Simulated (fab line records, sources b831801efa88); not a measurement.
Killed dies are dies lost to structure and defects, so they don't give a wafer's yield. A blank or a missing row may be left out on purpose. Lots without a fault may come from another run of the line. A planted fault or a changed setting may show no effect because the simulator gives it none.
Chamber matching | flow sky130 | SKY_VIA3_CMP_24 on cmp-01: 4 sister chambers
The step polishes, stops on SiO2, t overpolish 20 s, target thk 0 nm. 4 wafers are shown with their chamber, then 12 later ones without.

WAFERS WITH THEIR CHAMBER
wafer  | chamber | motor_current_A (A)
L089.6 | 0       | 12.0
L091.1 | 2       | 10.0
L091.2 | 1       | 10.6
L091.3 | 3       | 9.0

WAFERS WITHOUT THEIR CHAMBER
wafer  | motor_current_A (A)
L092.1 | 9.8
L092.3 | 9.4
L092.4 | 10.5
L094.2 | 12.3
L094.3 | 9.6
L094.5 | 10.0
L096.1 | 11.4
L096.3 | 10.3
L096.5 | 12.2
L095.1 | 9.5
L095.2 | 10.9
L095.4 | 11.7

WHICH CHAMBER EACH WENT THROUGH
wafer  | from the rows above          | in truth
L092.1 | can't be placed: 2 or 1 or 3 | 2
L092.3 | can't be placed: 3 or 2      | 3
L092.4 | can't be placed: 1 or 2      | 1
L094.2 | 0                            | 0
L094.3 | can't be placed: 2 or 3 or 1 | 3
L094.5 | can't be placed: 2 or 1      | 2
L096.1 | can't be placed: 0 or 1      | 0
L096.3 | can't be placed: 1 or 2      | 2
L096.5 | 0                            | 0
L095.1 | can't be placed: 2 or 3 or 1 | 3
L095.2 | can't be placed: 1 or 2      | 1
L095.4 | 0                            | 0
Placed correctly: 3 of 12. Can't be placed from these rows: 9 (the true chamber is among the candidates in 9). Placed wrongly: 0.
How it was worked out, from the rows above alone: a wafer's distance from a chamber is the root of the sum, over the readings, of the square of ((its reading less the chamber's mean) divided by the reading's scatter). The wafer belongs to the nearest chamber; if the next one is less than 2 further off, it can't be placed. A chamber's mean is the mean of its shown wafers. The scatter: with one shown wafer a chamber, the root of the mean of the squares of how far each hidden wafer lies from its nearest shown one.
